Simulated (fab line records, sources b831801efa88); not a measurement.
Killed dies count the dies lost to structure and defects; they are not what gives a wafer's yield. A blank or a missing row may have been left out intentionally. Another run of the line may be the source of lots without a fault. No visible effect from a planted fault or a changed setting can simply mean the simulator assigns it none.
fab line records + flow sfq-line
record
- lots=6
- wafers=18
- last-day=85
route steps=325 shown INCOMING@1 L0@3 L0V@16 M0@28 M8@325
lots untouched by any fault: they come from a run of this same line in which no faults occurred
start-h: start of the lot's first displayed wafer, in hours after the record's first day + wait-h: how many hours have passed since the lot's step before this one + " the same as in the row above + L1.1+2: a single row standing in for several wafers + - value missing, or start not given + * or withheld: withheld + < > ~ a bound
route shown NAME@n: a module of which the file shows steps, and the number in the route of the first + usual: mean/standard deviation taken from wafers without a fault + same: alike in all rows + chamber/n: place in a boat + sites: each site's reading + _std_site: how widely they spread, as a standard deviation + _edge_site: inner sites' mean taken away from outer sites' mean + radius-mm: how far each site lies from the wafer's centre + mask NAME#n: copy n + behind: the most recent tool/chamber to have shaped the wafer + hold: why the lot went on hold/how many hours it stayed there/how the hold came to an end + device: transistor that didn't switch, given as n, p or np + end of line: the same wafers' tests at the end of the route + for a step that has no rows: nothing shown but its recipe + killed: not the wafer's yield, but the dies lost to structure and defects at the first sort + map: shows each die of a wafer: x if killed, . if not, _ if none is there
set.NAME: the setting that was run; set.NAME@STEP: the one run at that earlier step + model.NAME: the simulator's own value behind a step, which no gauge read
lots at selected steps of the route; one table per step, one row per wafer
services: a tool's chamber out of use, with start hour (start-h, from the record's first day; less than 0 if before it), hours out, and reason
## steps
# step SFQ_INCOMING_BOW_MEAS_900
# recipe
- mode=bow
# usual
- INCOMING_BOW=0/5.9
| lot.wafer | tool          | chamber | start-h | wait-h | INCOMING_BOW[um] |
|-----------|---------------|---------|---------|--------|------------------|
| L137.3    | film-metro-02 | -       | 20.04   | -      | 4                |
| L137.5    | "             | -       | "       | "      | 2                |
| L137.6    | "             | -       | "       | "      | 1                |
| L140.2    | film-metro-02 | -       | 35.02   | -      | 7                |
| L140.5    | "             | -       | "       | "      | -1               |
| L140.6    | "             | -       | "       | "      | -7               |
| L145.1    | film-metro-03 | -       | 60.00   | -      | -4               |
| L145.4    | "             | -       | "       | "      | 7                |
| L145.5    | "             | -       | "       | "      | 9                |
| L146.1    | film-metro-03 | -       | 65.00   | -      | -12              |
| L146.5    | "             | -       | "       | "      | 1                |
| L146.6    | "             | -       | "       | "      | -8               |
| L156.4    | film-metro-03 | -       | 115.06  | -      | 2                |
| L156.5    | "             | -       | "       | "      | -10              |
| L156.6    | "             | -       | "       | "      | -4               |
| L157.1    | film-metro-03 | -       | 120.00  | -      | -5               |
| L157.3    | "             | -       | "       | "      | -9               |
| L157.6    | "             | -       | "       | "      | 2                |
# step SFQ_TRILAYER_INCOMING_OXIDATION_002
# recipe
- temp-c=1000
- ambient=H2O
- target-thk-a=5000
- p-h2o-torr=720
- ox-time-s=4939
# step SFQ_TRILAYER_L0_DEP_SPUTTER_003
# recipe
- material=MoNx_KI
- base-pressure-pa=1.33e-06
- target-thk-nm=40
- power-w=800
- time-s=100
- chamber-pressure-pa=0.4
# usual
- throttle-valve-pct=29.4/0.69
| lot.wafer | tool           | chamber | start-h | wait-h | throttle-valve-pct | model.MoNx_KI_of_TRILAYER_L0_DEP_SPUTTER_003.thk-nm |
|-----------|----------------|---------|---------|--------|--------------------|-----------------------------------------------------|
| L137.3    | pvd-sputter-03 | -       | 22.49   | 0.0    | 30.3               | 38.91                                               |
| L137.5    | "              | -       | "       | "      | 28.8               | 38.75                                               |
| L137.6    | "              | -       | "       | "      | 30.7               | 38.96                                               |
| L140.2    | pvd-sputter-05 | -       | 37.49   | 0.0    | 29.8               | 40.05                                               |
| L140.5    | "              | -       | "       | "      | 28.7               | 39.81                                               |
| L140.6    | "              | -       | "       | "      | 29.8               | 38.78                                               |
| L145.1    | pvd-sputter-03 | -       | 62.49   | 0.0    | 30.2               | 39.77                                               |
| L145.4    | "              | -       | "       | "      | 29.2               | 38.9                                                |
| L145.5    | "              | -       | "       | "      | 28.6               | 39.79                                               |
| L146.1    | pvd-sputter-06 | -       | 67.49   | 0.0    | 29.6               | 39.85                                               |
| L146.5    | "              | -       | "       | "      | 29.9               | 39.79                                               |
| L146.6    | "              | -       | "       | "      | 27.6               | 39.87                                               |
| L156.4    | pvd-sputter-05 | -       | 117.49  | 0.0    | 29.8               | 27.76                                               |
| L156.5    | "              | -       | "       | "      | 28.6               | 28.33                                               |
| L156.6    | "              | -       | "       | "      | 29.5               | 28.42                                               |
| L157.1    | pvd-sputter-05 | -       | 122.49  | 0.0    | 29.8               | 27.85                                               |
| L157.3    | "              | -       | "       | "      | 28.7               | 28.44                                               |
| L157.6    | "              | -       | "       | "      | 28.8               | 28.27                                               |
# step SFQ_L0_RS_MEAS_901
# recipe
- thk-meas-gauge=four-point-probe
- reads=MoNx_KI_of_TRILAYER_L0_DEP_SPUTTER_003
# usual
- L0_MONX_KI_RS=43.8/0.6
| lot.wafer | tool          | chamber | start-h | wait-h | L0_MONX_KI_RS[ohm/sq] |
|-----------|---------------|---------|---------|--------|-----------------------|
| L137.3    | film-metro-01 | -       | 22.60   | 0.1    | 44.7                  |
| L137.5    | "             | -       | "       | "      | 44.8                  |
| L137.6    | "             | -       | "       | "      | 44.6                  |
| L140.2    | film-metro-01 | -       | 37.58   | 0.1    | 43.4                  |
| L140.5    | "             | -       | "       | "      | 43.5                  |
| L140.6    | "             | -       | "       | "      | 44.8                  |
| L145.1    | film-metro-01 | -       | 62.56   | 0.0    | 43.6                  |
| L145.4    | "             | -       | "       | "      | 44.7                  |
| L145.5    | "             | -       | "       | "      | 43.7                  |
| L146.1    | film-metro-04 | -       | 67.56   | 0.0    | 43.8                  |
| L146.5    | "             | -       | "       | "      | 43.7                  |
| L146.6    | "             | -       | "       | "      | 43.6                  |
| L156.4    | film-metro-03 | -       | 117.62  | 0.1    | 62.6                  |
| L156.5    | "             | -       | "       | "      | 61.4                  |
| L156.6    | "             | -       | "       | "      | 61.2                  |
| L157.1    | film-metro-04 | -       | 122.56  | 0.0    | 62.6                  |
| L157.3    | "             | -       | "       | "      | 61.2                  |
| L157.6    | "             | -       | "       | "      | 61.6                  |
# step SFQ_L0_THK_MEAS_902
# recipe
- thk-meas-gauge=xrf
- reads=MoNx_KI_of_TRILAYER_L0_DEP_SPUTTER_003
# usual
- L0_MONX_KI_THK=39.8/0.56
| lot.wafer | tool          | chamber | start-h | wait-h | L0_MONX_KI_THK[nm] |
|-----------|---------------|---------|---------|--------|--------------------|
| L137.3    | film-metro-01 | -       | 22.70   | 0.1    | 39.2               |
| L137.5    | "             | -       | "       | "      | 39.2               |
| L137.6    | "             | -       | "       | "      | 39.2               |
| L140.2    | film-metro-01 | -       | 37.69   | 0.1    | 40.5               |
| L140.5    | "             | -       | "       | "      | 40.2               |
| L140.6    | "             | -       | "       | "      | 39.0               |
| L145.1    | film-metro-01 | -       | 62.68   | 0.1    | 40.1               |
| L145.4    | "             | -       | "       | "      | 39.0               |
| L145.5    | "             | -       | "       | "      | 40.1               |
| L146.1    | film-metro-04 | -       | 67.68   | 0.1    | 40.1               |
| L146.5    | "             | -       | "       | "      | 40.0               |
| L146.6    | "             | -       | "       | "      | 40.3               |
| L156.4    | film-metro-03 | -       | 117.71  | 0.1    | 27.7               |
| L156.5    | "             | -       | "       | "      | 28.2               |
| L156.6    | "             | -       | "       | "      | 28.3               |
| L157.1    | film-metro-04 | -       | 122.68  | 0.1    | 28.0               |
| L157.3    | "             | -       | "       | "      | 28.7               |
| L157.6    | "             | -       | "       | "      | 28.4               |
# step SFQ_TRILAYER_L0_LITHO_COAT_010
# recipe
- resist=BARC
- spin-rpm=3000
- resist-thk-nm=62
# step SFQ_TRILAYER_L0_LITHO_COAT_005
# recipe
- resist=KrF
- spin-rpm=3000
- resist-thk-nm=600
# step SFQ_TRILAYER_L0_LITHO_SOFTBAKE_009
# recipe
- temp-c=withheld
- time-s=withheld
- resist=KrF
# step SFQ_TRILAYER_L0_LITHO_EXPOSE_006
# recipe
- mask-id=L0
- na=0.6
- source-shape=conventional
- sigma-outer=0.65
- target-cd-nm=2000
- dose-mj=14.4
# step SFQ_TRILAYER_L0_LITHO_PEB_008
# recipe
- peb-temp-c=115
- peb-time-s=60
- resist=KrF
# step SFQ_TRILAYER_L0_LITHO_DEVELOP_007
# recipe
- time-s=60
- resist=KrF
# step SFQ_TRILAYER_L0_BARC_OPEN_METAL_ETCH_010
# recipe
- mask-material=PR
- chemistry=O2
- target-depth-nm=125
- target=BARC
- icp-w=600
- bias-w=80
- pressure-mtorr=10
- time-s=41.7
# step SFQ_TRILAYER_L0_ETCH_METAL_ETCH_008
# recipe
- target=MoNx_KI
- stop-on=SiO2
- mask-material=PR
- chemistry=SF6/O2
- target-depth-nm=50
- icp-w=600
- bias-w=80
- pressure-mtorr=10
- time-s=25
# usual
- drypump-motor-current-A=5.9/0.42
- oes-product-au=0.870/0.0076
| lot.wafer | tool         | chamber | start-h | wait-h | drypump-motor-current-A | oes-product-au | rf-hours-counter-h |
|-----------|--------------|---------|---------|--------|-------------------------|----------------|--------------------|
| L137.3    | rie-metal-02 | 0       | 88.18   | 0.0    | 5.4                     | 0.862          | -                  |
| L137.5    | "            | 0       | "       | "      | 5.4                     | 0.859          | -                  |
| L137.6    | "            | 1       | "       | "      | 6.2                     | 0.862          | -                  |
| L140.2    | rie-metal-03 | 0       | 105.80  | 0.0    | 6.2                     | 0.871          | 180                |
| L140.5    | "            | 1       | "       | "      | 6.5                     | 0.879          | -                  |
| L140.6    | "            | 0       | "       | "      | 6.2                     | 0.855          | -                  |
| L145.1    | rie-metal-04 | 1       | 123.80  | 0.0    | 5.6                     | 0.872          | 12                 |
| L145.4    | "            | 1       | "       | "      | 5.5                     | 0.856          | -                  |
| L145.5    | "            | 0       | "       | "      | 5.7                     | 0.877          | -                  |
| L146.1    | rie-metal-02 | 1       | 129.80  | 0.0    | 6.2                     | 0.862          | 59                 |
| L146.5    | "            | 0       | "       | "      | 5.4                     | 0.871          | -                  |
| L146.6    | "            | 1       | "       | "      | 6.2                     | 0.869          | -                  |
| L156.4    | rie-metal-04 | 0       | 203.95  | 0.0    | 5.7                     | 0.723          | -                  |
| L156.5    | "            | 1       | "       | "      | 5.6                     | 0.728          | -                  |
| L156.6    | "            | 0       | "       | "      | 5.7                     | 0.727          | -                  |
| L157.1    | rie-metal-04 | 0       | 207.31  | 0.0    | 5.7                     | 0.721          | 155                |
| L157.3    | "            | 1       | "       | "      | 5.5                     | 0.732          | -                  |
| L157.6    | "            | 0       | "       | "      | 5.7                     | 0.725          | -                  |
# step SFQ_TRILAYER_L0_STRIP_STRIP_009
# recipe
- gas=O2
- power-w=200
- platen-temp-c=40
- overash-fraction=0.65
- chemistry=O2
- pressure-mtorr=50
# usual
- drypump-motor-current-A=5.9/0.41
- oes-product-au=0.999/0.012
| lot.wafer | tool         | chamber | start-h | wait-h | drypump-motor-current-A | oes-product-au | rf-hours-counter-h |
|-----------|--------------|---------|---------|--------|-------------------------|----------------|--------------------|
| L137.3    | rie-metal-02 | 0       | 88.41   | 0.2    | 5.4                     | 1.003          | -                  |
| L137.5    | "            | 0       | "       | "      | 5.4                     | 0.997          | -                  |
| L137.6    | "            | 1       | "       | "      | 6.2                     | 1.002          | -                  |
| L140.2    | rie-metal-03 | 0       | 105.85  | 0.0    | 6.2                     | 1.021          | 180                |
| L140.5    | "            | 1       | "       | "      | 6.6                     | 1.018          | -                  |
| L140.6    | "            | 0       | "       | "      | 6.2                     | 1.025          | -                  |
| L145.1    | rie-metal-04 | 1       | 123.85  | 0.0    | 5.6                     | 1.002          | 12                 |
| L145.4    | "            | 1       | "       | "      | 5.5                     | 1.009          | -                  |
| L145.5    | "            | 0       | "       | "      | 5.7                     | 0.980          | -                  |
| L146.1    | rie-metal-02 | 1       | 129.85  | 0.0    | 6.2                     | 1.009          | 59                 |
| L146.5    | "            | 0       | "       | "      | 5.4                     | 0.999          | -                  |
| L146.6    | "            | 1       | "       | "      | 6.2                     | 1.008          | -                  |
| L156.4    | rie-metal-04 | 0       | 204.18  | 0.2    | 5.7                     | 0.973          | -                  |
| L156.5    | "            | 1       | "       | "      | 5.5                     | 0.994          | -                  |
| L156.6    | "            | 0       | "       | "      | 5.7                     | 0.983          | -                  |
| L157.1    | rie-metal-04 | 0       | 207.36  | 0.0    | 5.7                     | 0.993          | 156                |
| L157.3    | "            | 1       | "       | "      | 5.6                     | 0.994          | -                  |
| L157.6    | "            | 0       | "       | "      | 5.7                     | 0.993          | -                  |
# step SFQ_TRILAYER_L0_STRIP_SOLV_CLEAN_010
# recipe
- chemistry=NMP
- temp-c=70
- time-s=600
# step SFQ_TRILAYER_L0_CAP_PECVD_011
# recipe
- material=SiO2
- temp-c=150
- time-s=13.333
- pressure-torr=2.4
- rf-w=183.3
- precursor=SiH4/N2O
- target-thk-nm=60
# usual
- chamber-pressure-Torr=2.400/0.005
- heater-power-w=86/17
- throttle-valve-pct=24.7/1.8
| lot.wafer | tool     | chamber | start-h | wait-h | chamber-pressure-Torr | heater-power-w | since-wet-clean-h | throttle-valve-pct |
|-----------|----------|---------|---------|--------|-----------------------|----------------|-------------------|--------------------|
| L137.3    | pecvd-01 | 0       | 88.98   | 0.0    | 2.402                 | 61             | 634               | 23.9               |
| L137.5    | "        | 0       | "       | "      | 2.400                 | 61             | -                 | 23.8               |
| L137.6    | "        | 2       | "       | "      | 2.396                 | 99             | -                 | 23.6               |
| L140.2    | pecvd-04 | 0       | 106.62  | 0.0    | 2.396                 | 98             | 268               | 23.4               |
| L140.5    | "        | 0       | "       | "      | 2.402                 | 95             | -                 | 23.4               |
| L140.6    | "        | 1       | "       | "      | 2.407                 | 77             | -                 | 25.2               |
| L145.1    | pecvd-04 | 2       | 124.64  | 0.0    | 2.400                 | 99             | 286               | 23.3               |
| L145.4    | "        | 0       | "       | "      | 2.400                 | 99             | -                 | 23.4               |
| L145.5    | "        | 1       | "       | "      | 2.405                 | 74             | -                 | 24.8               |
| L146.1    | pecvd-04 | 1       | 130.62  | 0.0    | 2.401                 | 74             | 292               | 25.0               |
| L146.5    | "        | 1       | "       | "      | 2.398                 | 77             | -                 | 25.0               |
| L146.6    | "        | 0       | "       | "      | 2.398                 | 85             | -                 | 23.5               |
| L156.4    | pecvd-01 | 1       | 204.76  | 0.0    | 2.394                 | 112            | -                 | 29.5               |
| L156.5    | "        | 2       | "       | "      | 2.397                 | 106            | -                 | 23.5               |
| L156.6    | "        | 0       | "       | "      | 2.405                 | 54             | -                 | 23.8               |
| L157.1    | pecvd-04 | 0       | 208.13  | 0.0    | 2.398                 | 100            | 369               | 23.6               |
| L157.3    | "        | 2       | "       | "      | 2.392                 | 91             | 369               | 23.5               |
| L157.6    | "        | 2       | "       | "      | 2.404                 | 88             | -                 | 23.2               |
# step SFQ_TRILAYER_L0_VIA_LITHO_COAT_018
# recipe
- resist=BARC
- spin-rpm=3000
- resist-thk-nm=62
# step SFQ_TRILAYER_L0_VIA_LITHO_COAT_013
# recipe
- resist=KrF
- spin-rpm=3000
- resist-thk-nm=650
# step SFQ_TRILAYER_L0_VIA_LITHO_SOFTBAKE_017
# recipe
- temp-c=withheld
- time-s=withheld
- resist=KrF
# step SFQ_TRILAYER_L0_VIA_LITHO_EXPOSE_014
# recipe
- mask-id=L0V
- na=0.6
- source-shape=conventional
- sigma-outer=0.65
- target-cd-nm=700
- dose-mj=21.3
# step SFQ_TRILAYER_L0_VIA_LITHO_PEB_016
# recipe
- peb-temp-c=115
- peb-time-s=60
- resist=KrF
# step SFQ_TRILAYER_L0_VIA_LITHO_DEVELOP_015
# recipe
- time-s=60
- resist=KrF
# step SFQ_L0V_OVL_MEAS_903
# usual
- L0V_OVL=0/5
| lot.wafer | tool       | chamber | start-h | wait-h | L0V_OVL[nm] |
|-----------|------------|---------|---------|--------|-------------|
| L137.3    | overlay-01 | -       | 157.22  | 0.1    | -1          |
| L137.5    | "          | -       | "       | "      | -2          |
| L137.6    | "          | -       | "       | "      | 1           |
| L140.2    | overlay-01 | -       | 190.05  | 0.1    | 2           |
| L140.5    | "          | -       | "       | "      | 0           |
| L140.6    | "          | -       | "       | "      | 3           |
| L145.1    | overlay-01 | -       | 209.65  | 0.1    | -3          |
| L145.4    | "          | -       | "       | "      | -7          |
| L145.5    | "          | -       | "       | "      | -3          |
| L146.1    | overlay-02 | -       | 215.65  | 0.1    | 4           |
| L146.5    | "          | -       | "       | "      | 6           |
| L146.6    | "          | -       | "       | "      | 5           |
| L156.4    | overlay-01 | -       | 321.13  | 0.1    | -7          |
| L156.5    | "          | -       | "       | "      | -4          |
| L156.6    | "          | -       | "       | "      | -7          |
| L157.1    | overlay-02 | -       | 325.91  | 0.1    | -5          |
| L157.3    | "          | -       | "       | "      | -8          |
| L157.6    | "          | -       | "       | "      | -4          |
# step SFQ_TRILAYER_L0_VIA_BARC_OPEN_VIA_ETCH_021
# recipe
- mask-material=PR
- chemistry=O2
- target-depth-nm=125
- target=BARC
- source-w=500
- bias-w=80
- pressure-mtorr=30
- time-s=41.7
# usual
- drypump-motor-current-A=5.5/0.37
- oes-product-au=0.685/0.0047
| lot.wafer | tool        | chamber | start-h | wait-h | drypump-motor-current-A | oes-product-au | rf-hours-counter-h |
|-----------|-------------|---------|---------|--------|-------------------------|----------------|--------------------|
| L137.3    | rie-diel-04 | 1       | 157.24  | 0.0    | 5.9                     | 0.682          | 0                  |
| L137.5    | "           | 0       | "       | "      | 5.8                     | 0.693          | -                  |
| L137.6    | "           | 1       | "       | "      | 5.9                     | 0.685          | -                  |
| L140.2    | rie-diel-03 | 1       | 190.08  | 0.0    | 4.8                     | 0.683          | 5                  |
| L140.5    | "           | 1       | "       | "      | 4.8                     | 0.684          | -                  |
| L140.6    | "           | 0       | "       | "      | 5.8                     | 0.682          | -                  |
| L145.1    | rie-diel-03 | 3       | 209.69  | 0.0    | 5.1                     | 0.680          | 18                 |
| L145.4    | "           | 2       | "       | "      | 6.1                     | 0.688          | 1                  |
| L145.5    | "           | 0       | "       | "      | 5.9                     | 0.686          | -                  |
| L146.1    | rie-diel-04 | 1       | 215.69  | 0.0    | 6.0                     | 0.688          | 1                  |
| L146.5    | "           | 0       | "       | "      | 5.8                     | 0.684          | -                  |
| L146.6    | "           | 1       | "       | "      | 5.9                     | 0.692          | -                  |
| L156.4    | rie-diel-04 | 1       | 321.15  | 0.0    | 6.0                     | 0.688          | 2                  |
| L156.5    | "           | 3       | "       | "      | 5.4                     | 0.680          | -                  |
| L156.6    | "           | 0       | "       | "      | 5.8                     | 0.687          | -                  |
| L157.1    | rie-diel-03 | 1       | 325.95  | 0.0    | 4.8                     | 0.674          | 7                  |
| L157.3    | "           | 0       | "       | "      | 5.9                     | 0.682          | 94                 |
| L157.6    | "           | 1       | "       | "      | 4.8                     | 0.678          | -                  |
# step SFQ_TRILAYER_L0_VIA_ETCH_VIA_ETCH_016
# recipe
- target=SiO2
- stop-on=MoNx_KI
- mask-material=PR
- chemistry=CHF3
- target-depth-nm=80
- source-w=500
- bias-w=80
- pressure-mtorr=30
- time-s=withheld
# step SFQ_TRILAYER_L0_VIA_STRIP_STRIP_017
# recipe
- gas=O2
- power-w=200
- platen-temp-c=40
- overash-fraction=0.65
- chemistry=O2
- pressure-mtorr=50
# usual
- drypump-motor-current-A=6.0/0.49
- oes-product-au=1.003/0.012
| lot.wafer | tool         | chamber | start-h | wait-h | drypump-motor-current-A | oes-product-au | rf-hours-counter-h |
|-----------|--------------|---------|---------|--------|-------------------------|----------------|--------------------|
| L137.3    | rie-metal-01 | 1       | 157.53  | -      | 5.3                     | 1.010          | -                  |
| L137.5    | "            | 0       | "       | "      | 5.6                     | 1.023          | -                  |
| L137.6    | "            | 1       | "       | "      | 5.3                     | 1.017          | -                  |
| L140.2    | rie-metal-01 | 1       | 190.17  | -      | 5.3                     | 1.010          | 184                |
| L140.5    | "            | 0       | "       | "      | 5.5                     | 1.002          | -                  |
| L140.6    | "            | 1       | "       | "      | 5.3                     | 1.005          | -                  |
| L145.1    | rie-metal-01 | 0       | 209.78  | -      | 5.6                     | 1.008          | 163                |
| L145.4    | "            | 0       | "       | "      | 5.6                     | 1.013          | -                  |
| L145.5    | "            | 0       | "       | "      | 5.6                     | 1.020          | -                  |
| L146.1    | rie-metal-04 | 1       | 215.78  | -      | 5.5                     | 0.993          | 25                 |
| L146.5    | "            | 0       | "       | "      | 5.7                     | 0.991          | -                  |
| L146.6    | "            | 1       | "       | "      | 5.5                     | 0.998          | -                  |
| L156.4    | rie-metal-03 | 1       | 321.44  | -      | 6.5                     | 1.017          | -                  |
| L156.5    | "            | 1       | "       | "      | 6.5                     | 1.022          | -                  |
| L156.6    | "            | 0       | "       | "      | 6.2                     | 1.018          | -                  |
| L157.1    | rie-metal-04 | 0       | 326.04  | -      | 5.7                     | 0.963          | 172                |
| L157.3    | "            | 0       | "       | "      | 5.7                     | 0.966          | -                  |
| L157.6    | "            | 0       | "       | "      | 5.7                     | 0.973          | -                  |
# step SFQ_TRILAYER_L0_VIA_STRIP_SOLV_CLEAN_018
# recipe
- chemistry=NMP
- temp-c=70
- time-s=600
# step SFQ_TRILAYER_M0_DEP_PRE_CLEAN_020
# recipe
- gas=Ar
- time-s=15
- bias-v=250
# step SFQ_TRILAYER_M0_DEP_SPUTTER_019
# recipe
- material=Nb
- base-pressure-pa=1.33e-06
- chamber-pressure-pa=0.1333
- substrate-temp-c=20
- resputter-cathode-voltage-v=400
- target-thk-nm=200
- power-w=2000
- time-s=133.3
# usual
- resputter-cathode-voltage-v=400/4.3
- throttle-valve-pct=29.3/0.96
| lot.wafer | tool           | chamber | start-h | wait-h | resputter-cathode-voltage-v | throttle-valve-pct |
|-----------|----------------|---------|---------|--------|-----------------------------|--------------------|
| L137.3    | pvd-sputter-06 | -       | 158.13  | 0.0    | 402                         | 27.7               |
| L137.5    | "              | -       | "       | "      | 403                         | 29.8               |
| L137.6    | "              | -       | "       | "      | 397                         | 27.7               |
| L140.2    | pvd-sputter-06 | -       | 190.97  | 0.0    | 397                         | 30.1               |
| L140.5    | "              | -       | "       | "      | 401                         | 27.7               |
| L140.6    | "              | -       | "       | "      | 401                         | 29.6               |
| L145.1    | pvd-sputter-05 | -       | 211.18  | 0.0    | 396                         | 28.9               |
| L145.4    | "              | -       | "       | "      | 401                         | 29.7               |
| L145.5    | "              | -       | "       | "      | 403                         | 28.8               |
| L146.1    | pvd-sputter-06 | -       | 216.58  | 0.0    | 405                         | 29.3               |
| L146.5    | "              | -       | "       | "      | 401                         | 29.8               |
| L146.6    | "              | -       | "       | "      | 404                         | 29.1               |
| L156.4    | pvd-sputter-05 | -       | 322.04  | 0.0    | 399                         | 29.7               |
| L156.5    | "              | -       | "       | "      | 403                         | 29.8               |
| L156.6    | "              | -       | "       | "      | 401                         | 29.7               |
| L157.1    | pvd-sputter-05 | -       | 326.84  | 0.0    | 399                         | 29.7               |
| L157.3    | "              | -       | "       | "      | 391                         | 28.9               |
| L157.6    | "              | -       | "       | "      | 405                         | 29.6               |
# step SFQ_M0_RS_MEAS_904
# recipe
- thk-meas-gauge=four-point-probe
- reads=Nb_of_TRILAYER_M0_DEP_SPUTTER_019
# usual
- M0_NB_RS=0.889/0.012
| lot.wafer | tool          | chamber | start-h | wait-h | M0_NB_RS[ohm/sq] |
|-----------|---------------|---------|---------|--------|------------------|
| L137.3    | film-metro-01 | -       | 158.26  | 0.1    | 0.880            |
| L137.5    | "             | -       | "       | "      | 0.894            |
| L137.6    | "             | -       | "       | "      | 0.880            |
| L140.2    | film-metro-03 | -       | 191.08  | 0.1    | 0.910            |
| L140.5    | "             | -       | "       | "      | 0.888            |
| L140.6    | "             | -       | "       | "      | 0.904            |
| L145.1    | film-metro-03 | -       | 211.27  | 0.0    | 0.873            |
| L145.4    | "             | -       | "       | "      | 0.879            |
| L145.5    | "             | -       | "       | "      | 0.879            |
| L146.1    | film-metro-03 | -       | 216.67  | 0.0    | 0.899            |
| L146.5    | "             | -       | "       | "      | 0.897            |
| L146.6    | "             | -       | "       | "      | 0.897            |
| L156.4    | film-metro-03 | -       | 322.19  | 0.1    | 0.882            |
| L156.5    | "             | -       | "       | "      | 0.882            |
| L156.6    | "             | -       | "       | "      | 0.871            |
| L157.1    | film-metro-03 | -       | 326.93  | 0.0    | 0.888            |
| L157.3    | "             | -       | "       | "      | 0.884            |
| L157.6    | "             | -       | "       | "      | 0.893            |
# step SFQ_TRILAYER_M0_LITHO_COAT_026
# recipe
- resist=BARC
- spin-rpm=3000
- resist-thk-nm=62
# step SFQ_M8_BOW_MEAS_951
# recipe
- mode=bow
# usual
- M8_BOW=5/11
| lot.wafer | tool          | chamber | start-h | wait-h | M8_BOW[um] | model.etest.l0.ohm-sq | model.etest.l0v.link-ohm | model.etest.l0.ohm-um |
|-----------|---------------|---------|---------|--------|------------|-----------------------|--------------------------|-----------------------|
| L137.3    | film-metro-04 | -       | 1832.46 | 0.0    | -2         | 44.71                 | 45.62                    | 22.31                 |
| L137.5    | "             | -       | "       | "      | -4         | 44.89                 | 45.81                    | 22.42                 |
| L137.6    | "             | -       | "       | "      | -6         | 44.65                 | 45.56                    | 22.33                 |
| L140.2    | film-metro-01 | -       | 1902.59 | 0.0    | 18         | 43.43                 | 44.37                    | 21.68                 |
| L140.5    | "             | -       | "       | "      | 11         | 43.69                 | 44.61                    | 21.82                 |
| L140.6    | "             | -       | "       | "      | 4          | 44.85                 | 45.79                    | 22.39                 |
| L145.1    | film-metro-04 | -       | 1943.29 | 0.0    | -6         | 43.74                 | 44.64                    | 21.8                  |
| L145.4    | "             | -       | "       | "      | 6          | 44.72                 | 45.63                    | 22.31                 |
| L145.5    | "             | -       | "       | "      | 6          | 43.72                 | 44.62                    | 21.83                 |
| L146.1    | film-metro-02 | -       | 2003.43 | 0.0    | -7         | 43.66                 | 44.59                    | 21.84                 |
| L146.5    | "             | -       | "       | "      | 8          | 43.71                 | 44.64                    | 21.83                 |
| L146.6    | "             | -       | "       | "      | -1         | 43.63                 | 44.55                    | 21.82                 |
| L156.4    | film-metro-01 | -       | 2045.17 | 0.1    | 11         | 62.66                 | 63.57                    | 31.35                 |
| L156.5    | "             | -       | "       | "      | -1         | 61.4                  | 62.31                    | 30.71                 |
| L156.6    | "             | -       | "       | "      | 5          | 61.21                 | 62.12                    | 30.6                  |
| L157.1    | film-metro-01 | -       | 2051.13 | 0.0    | -8         | 62.46                 | 63.38                    | 31.24                 |
| L157.3    | "             | -       | "       | "      | -10        | 61.17                 | 62.09                    | 30.59                 |
| L157.6    | "             | -       | "       | "      | 0          | 61.54                 | 62.47                    | 30.78                 |
## services
| tool           | chamber | start-h | hours | kind   |
|----------------|---------|---------|-------|--------|
| rie-metal-04   | 1       | 7.31    | 4.1   | repair |
| rie-diel-03    | -       | 18.13   | 1.1   | repair |
| rie-diel-04    | -       | 33.78   | 2.8   | pm     |
| pvd-sputter-05 | -       | 47.83   | 2.2   | repair |
| rie-metal-04   | 1       | 95.07   | 4.4   | repair |
| rie-metal-03   | -       | 98.54   | 1.0   | repair |
| pecvd-04       | -       | 101.00  | 0.8   | repair |
| rie-diel-03    | 0       | 113.28  | 2.9   | repair |
| rie-metal-02   | -       | 120.02  | 2.8   | pm     |
| rie-metal-04   | 1       | 132.15  | 14.7  | repair |
| pecvd-04       | -       | 135.20  | 1.9   | repair |
| pecvd-04       | -       | 138.06  | 6.0   | pm     |
| rie-diel-04    | 0       | 158.35  | 3.6   | repair |
| rie-metal-03   | 0       | 162.99  | 43.4  | repair |
| rie-metal-04   | 0       | 166.68  | 8.0   | repair |
| pvd-sputter-05 | -       | 167.07  | 6.3   | repair |
| rie-metal-02   | 0       | 190.11  | 6.2   | repair |
| rie-metal-01   | 1       | 194.26  | 33.8  | repair |
| pvd-sputter-05 | -       | 213.45  | 18.4  | repair |
| pvd-sputter-05 | -       | 223.96  | 4.4   | repair |
| rie-metal-01   | 1       | 228.77  | 14.7  | repair |
| rie-diel-04    | 0       | 235.02  | 8.2   | repair |
| pvd-sputter-05 | -       | 246.98  | 3.1   | repair |
| pvd-sputter-05 | -       | 317.41  | 4.2   | repair |
## key
first-sign
- step=SFQ_L0_RS_MEAS_901
- reading=L0_MONX_KI_RS
- direction=up
- sigmas=30
- usual=43.8
- struck=61.8
effect
- step=SFQ_L0_THK_MEAS_902
- reading=L0_MONX_KI_THK
- direction=down
- sigmas=21
- usual=39.8
- struck=28.2
effect
- step=SFQ_TRILAYER_L0_ETCH_METAL_ETCH_008
- reading=oes-product-au
- direction=down
- sigmas=19
- usual=0.870
- struck=0.726
model-effect
- step=SFQ_TRILAYER_L0_DEP_SPUTTER_003
- value=MoNx_KI_of_TRILAYER_L0_DEP_SPUTTER_003.thk-nm
- without=39.41
- struck=28.18
model-effect
- step=SFQ_M8_BOW_MEAS_951
- value=etest.l0.ohm-sq
- without=44.14
- struck=61.74
met-at SFQ_TRILAYER_L0_DEP_SPUTTER_003
struck-wafers L156.4,L156.5,L156.6,L157.1,L157.3,L157.6
onset-between 37.49 117.49
also-fits time
fault
- kind=process-parameter-drift
- tool=pvd-sputter-05
- chamber=-
- onset-h=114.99
- steps=SFQ_TRILAYER_L0_DEP_SPUTTER_003
- channel=target-thk-nm
- offset=-11.238
- shape=step
- end-h=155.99
- acts-in=these-recipes-only
- stated=40
